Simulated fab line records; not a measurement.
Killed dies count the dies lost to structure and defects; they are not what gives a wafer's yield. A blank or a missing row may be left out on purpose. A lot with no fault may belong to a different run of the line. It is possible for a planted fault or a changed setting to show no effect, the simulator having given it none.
A struck lot beside a sound one	flow sky130	20 out of 708 route steps
Sound: the wafers L710.2, L710.3, L710.6. Struck: wafers L727.3, L727.5 (left out: L727.2, a lot-mate that was not struck); the cause follows at the end.
Each step with rows lists, per side, the tool, then ch with its chambers, then its first start. Under that, the readings that differ: sound wafers	struck wafers	difference of the means	sigmas: that difference in standard deviations of wafers without a fault.
alike: readings with means less than 2 such deviations apart, plus words and numbers identical on both sides. not compared: withheld readings, readings lacking a value on some wafer, bounds such as >300 that could conceal the same value, and numbers that have no deviation in the record and whose values overlap.
A row with sigmas, a row that says differs or no value, or rows on one side alone: a step with any of these is where the two part. Numbers that have no deviation but don't overlap get no sigmas and don't part them. Lack of a reading on every wafer of one side parts them only where that side has two or more wafers.

SKY_FIELD_ISO_BOW_MEAS_00:
  sound on filmMetro-01 at day 2 16:01; struck on filmMetro-03 at day 6 05:01
  alike: INCOMING_BOW
then, 1 step without rows for these wafers: SKY_FIELD_ISO_OXIDATION_01 (stabilise 600 s, purge 300 s, target thk 12 nm).
SKY_FIELD_ISO_THK_MEAS_02:
  sound on filmMetro-01 at day 2 17:38; struck on filmMetro-03 at day 6 08:23
  alike: FIELD_ISO_OXIDATION_00_THK
then, 1 step without rows for these wafers: SKY_FIELD_ISO_CVD_03 (deposits Si3N4 from DCS/NH3, target thk 165 nm, time 2830 s).
SKY_FIELD_ISO_THK_MEAS_04:
  sound on filmMetro-01 at day 2 19:29; struck on filmMetro-03 at day 6 10:14
  alike: FIELD_ISO_CVD_03_THK
then, 5 steps without rows for these wafers: SKY_FIELD_ISO_DEHYDRATE_05 (time 60 s); SKY_FIELD_ISO_HMDS_06 (prime time 60 s); SKY_FIELD_ISO_COAT_07 (resist thk 60 nm); SKY_FIELD_ISO_COAT_08 (resist thk 450 nm); SKY_FIELD_ISO_SOFTBAKE_09 (time 90 s).
SKY_FIELD_ISO_EXPOSE_10: exposes mask FOM, target cd 150 nm.
  sound on krfScanner-02 ch 0, day 3 02:52; struck on krfScanner-02 ch 0, day 6 20:28
  alike: mask, focusOffsetNm
then, 2 steps without rows for these wafers: SKY_FIELD_ISO_PEB_11; SKY_FIELD_ISO_DEVELOP_12 (develop time 60 s).
SKY_FIELD_ISO_CD_MEAS_13: the cd target is 150 nm.
  sound on cdSem-01 at day 3 10:58; struck on cdSem-01 at day 7 05:55
reading	sound	struck	difference	sigmas
cdNm (nm)	149.9 150.1 150.7	98.1 99.1	-51.6	-37
SKY_FIELD_ISO_ETCH_14: etches BARC in N2/H2, stops on SiO2, time 45.9 s, target depth 60 nm.
  sound on rieDiel-01 ch 1,3, day 3 11:04; struck on rieDiel-01 ch 0,2, day 7 06:01
reading	sound	struck	difference	sigmas
model.FIELD_ISO.cdNm (nm)	151.8 149 150	98.74 98.82	-51.49	
  alike: drypumpMotorCurrentA, oesProductAu, throttleValvePct
  not compared: rfHoursCounterH
SKY_FIELD_ISO_ETCH_15: etches the open film in CHF3/O2, stops on Si, target depth 180 nm, time 72 s.
  sound on rieDiel-01 ch 1,3, day 3 11:07; struck on rieDiel-01 ch 0,2, day 7 06:04
  alike: drypumpMotorCurrentA, oesProductAu, throttleValvePct
  not compared: rfHoursCounterH
SKY_FIELD_ISO_STRIP_16: strips in O2/N2.
  sound on plasmaAsher-01 ch 0,1, day 3 11:10; struck on plasmaAsher-04 ch 0,1, day 7 06:07
  alike: drypumpMotorCurrentA, oesProductAu, stripTimeToEndpointS
  not compared: rfHoursCounterH
SKY_FIELD_ISO_ETCH_17: etches Si in HBr/Cl2/O2, target depth 342 nm, time 97.7 s.
  sound on rieSi-01 ch 0,1, day 3 11:16; struck on rieSi-02 ch 0, day 7 06:13
reading	sound	struck	difference	sigmas
model.FIELD_ISO.cdNm (nm)	154.8 149.2 150	99.6 99.71	-51.7	
  alike: drypumpMotorCurrentA, oesProductAu, throttleValvePct
  not compared: rfHoursCounterH
then, 1 step without rows for these wafers: SKY_FIELD_ISO_WET_ETCH_18 (etches Si3N4 in H3PO4, target depth 25 nm, time 286 s).
-- here the record skips 44 days between the struck wafers' starts before and after, leaving off in module FIELD_ISO and picking up in module PAD_OPEN (first step shown: number 708 of the route) --
SKY_PAD_OPEN_PROBE_99:
  sound on prober-01 at day 47 14:49; struck on prober-02 at day 51 01:52
reading	sound	struck	difference	sigmas
killedAtFrontEnd	12 8 11	418 422	+410	+89
killedDies	82 65 83	492 492	+415	+42
killedOnRim	16 7 19	96 96	+82	+21
  alike: killed_at_M0_to_M3, killed_at_M4_up, killedAtContacts, killedAtOther, killedOpen, killedShort

## WHERE THEY PART
Earliest at SKY_FIELD_ISO_CD_MEAS_13; latest, in this record, at SKY_PAD_OPEN_PROBE_99.

WHY: the cause the simulator had injected
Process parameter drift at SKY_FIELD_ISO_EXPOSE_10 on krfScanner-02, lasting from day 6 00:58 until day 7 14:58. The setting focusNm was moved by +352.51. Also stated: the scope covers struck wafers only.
